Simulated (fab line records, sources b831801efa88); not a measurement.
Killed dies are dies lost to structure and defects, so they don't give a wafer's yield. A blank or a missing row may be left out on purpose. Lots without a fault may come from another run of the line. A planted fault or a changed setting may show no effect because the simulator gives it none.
Which tool did it? | flow gf180mcu | 11 lots, 33 wafers sampled, at 5 steps of a route of 602

WHAT THE GAUGES READ, wafer by wafer
GF_V4_THK_MEAS_01.
lot  | measured     | on            | V4_CVD_00_THK (nm)
L311 | day 23 11:19 | film_metro-03 | 598 601 606
L312 | day 23 20:05 | film_metro-04 | 598 608 609
L314 | day 24 10:12 | film_metro-03 | 605 607 601
L315 | day 25 07:22 | film_metro-02 | 604 605 601
L316 | day 25 07:44 | film_metro-02 | 615 611 616
L319 | day 26 17:32 | film_metro-03 | 596 603 611
L318 | day 26 17:47 | film_metro-02 | 601 606 604
L325 | day 28 14:17 | film_metro-03 | 603 602 607
L328 | day 29 05:56 | film_metro-03 | 592 590 604
L332 | day 30 04:52 | film_metro-04 | 609 607 600
L333 | day 30 13:42 | film_metro-02 | 600 588 598

GF_TOP_METAL_CD_MEAS_14: target cd 440 nm.
lot  | measured     | on        | cd_nm (nm)
L311 | day 28 01:19 | cd_sem-02 | 439.0 438.5 439.4
L312 | day 28 09:49 | cd_sem-01 | 443.0 440.8 439.9
L314 | day 28 21:15 | cd_sem-01 | 436.7 436.9 436.3
L315 | day 29 16:40 | cd_sem-01 | 445.9 447.6 447.9
L316 | day 29 16:56 | cd_sem-02 | 440.6 441.7 440.3
L319 | day 30 22:54 | cd_sem-01 | 442.7 442.1 440.3
L318 | day 31 00:16 | cd_sem-02 | 441.9 439.1 440.7
L325 | day 32 16:45 | cd_sem-01 | 463.5 465.2 440.9
L328 | day 33 05:37 | cd_sem-01 | 441.1 441.4 442.0
L332 | day 34 00:16 | cd_sem-02 | 437.6 437.8 438.7
L333 | day 34 08:16 | cd_sem-01 | 440.9 437.8 439.6

GF_TOP_METAL_OVL_MEAS_15.
lot  | measured     | on         | TOP_METAL_OVL (nm)
L311 | day 28 01:25 | overlay-02 | 0.2 -1.6 0.5
L312 | day 28 09:56 | overlay-02 | 2.6 0.6 2.1
L314 | day 28 21:22 | overlay-02 | 0.2 -1.2 -1.5
L315 | day 29 16:46 | overlay-02 | 2.1 1.8 2.3
L316 | day 29 17:04 | overlay-01 | -2.7 -3.7 -2.8
L319 | day 30 23:01 | overlay-02 | 1.2 1.8 1.3
L318 | day 31 00:23 | overlay-01 | -1.3 -2.3 -1.1
L325 | day 32 16:52 | overlay-01 | -0.1 -1.8 -0.8
L328 | day 33 05:43 | overlay-02 | 0.2 -0.4 1.5
L332 | day 34 00:22 | overlay-01 | -1.3 -1.1 -1.9
L333 | day 34 08:21 | overlay-01 | -2.6 -4.4 -2.5

WHICH TOOL RAN EACH LOT (tool, then ch and the chambers of the sampled wafers, then the start)
lot  | GF_V4_SPUTTER_21             | GF_TOP_METAL_COAT_09
L311 | pvd_sputter-03, day 24 10:28 | litho_track-04 ch 0, day 27 14:49
L312 | pvd_sputter-03, day 24 19:43 | litho_track-01 ch 0, day 27 23:47
L314 | pvd_sputter-03, day 25 08:55 | litho_track-02 ch 0, day 28 11:22
L315 | pvd_sputter-02, day 26 05:20 | litho_track-04 ch 0, day 29 07:13
L316 | pvd_sputter-01, day 26 06:16 | litho_track-01 ch 0, day 29 07:21
L319 | pvd_sputter-01, day 27 14:43 | litho_track-04 ch 0, day 30 14:08
L318 | pvd_sputter-02, day 27 15:09 | litho_track-02 ch 0, day 30 15:16
L325 | pvd_sputter-01, day 29 11:02 | litho_track-01 ch 0, day 32 08:24
L328 | pvd_sputter-02, day 30 02:34 | litho_track-04 ch 0, day 32 21:07
L332 | pvd_sputter-02, day 31 00:22 | litho_track-02 ch 0, day 33 16:48
L333 | pvd_sputter-01, day 31 09:17 | litho_track-02 ch 0, day 34 00:13
- GF_V4_SPUTTER_21: material Ti, target thk 15 nm, time 80.02 s.
- GF_TOP_METAL_COAT_09: resist thk 1500 nm.

WHAT THE TOOLS THEMSELVES READ (means of the sampled wafers that have a number; where no wafer has one, the mark that the record gives instead)
GF_V4_SPUTTER_21.
lot  | tool           | throttle_valve_pct (%)
L311 | pvd_sputter-03 | 29.1
L312 | pvd_sputter-03 | 30.7
L314 | pvd_sputter-03 | 30.1
L315 | pvd_sputter-02 | 29.7
L316 | pvd_sputter-01 | 30.0
L319 | pvd_sputter-01 | 29.6
L318 | pvd_sputter-02 | 29.8
L325 | pvd_sputter-01 | 30.2
L328 | pvd_sputter-02 | 29.6
L332 | pvd_sputter-02 | 29.7
L333 | pvd_sputter-01 | 30.1

GF_TOP_METAL_COAT_09.
lot  | tool           | chill_plate_temp_C (C) | dispense_pressure_kPa (kPa)
L311 | litho_track-04 | 23.07                  | 47.9
L312 | litho_track-01 | 23.03                  | 49.7
L314 | litho_track-02 | 22.85                  | 52.1
L315 | litho_track-04 | 23.05                  | 47.9
L316 | litho_track-01 | 23.04                  | 49.7
L319 | litho_track-04 | 22.95                  | 47.9
L318 | litho_track-02 | 23.14                  | 52.1
L325 | litho_track-01 | 23.03                  | 49.8
L328 | litho_track-04 | 23.05                  | 47.9
L332 | litho_track-02 | 22.99                  | 52.1
L333 | litho_track-02 | 23.08                  | 52.1

THE ANSWER, worked out from the rows above alone
Rule: what is usual is taken from the lots themselves. Put in order of their means at a reading, lots are off if they are a third of the lots or fewer, leave a main group of 4 or more, and stand apart from it by a gap of 3 or more times the standard deviation of the main group's means; of several such gaps the widest counts. A main group whose means are all the same, to the digits that the tables above print for the reading, isn't used. A lot without any number at a reading at which 4 lots or more have one is off too. The other lots that the step has rows for count as sound. The gauges are gone through in route order, then the tools' own readings, and for those a lot's mean is taken as printed above. The first step at which some lot is off is used, and at that step the reading that is off furthest; a lot without a number counts as furthest.
Off: L325, at GF_TOP_METAL_CD_MEAS_14 (cd_nm). The main group: mean 440.6 nm, standard deviation 2.7.
A tool fits if, at a process step before that reading, it ran every lot that is off, and no sound lot after the first of them. The gauges at GF_TOP_METAL_CD_MEAS_14 are tried like those tools. One fits: litho_track-01 at GF_TOP_METAL_COAT_09. Its last sound lot is L316 (day 29 07:21), its first lot that is off L325 (day 32 08:24): a fault that began between those two fits.

WHAT THE SIMULATOR HAD PUT IN
Process parameter drift: litho_track-01, from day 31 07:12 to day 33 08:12, at GF_TOP_METAL_COAT_09. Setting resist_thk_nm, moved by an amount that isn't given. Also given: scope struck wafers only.
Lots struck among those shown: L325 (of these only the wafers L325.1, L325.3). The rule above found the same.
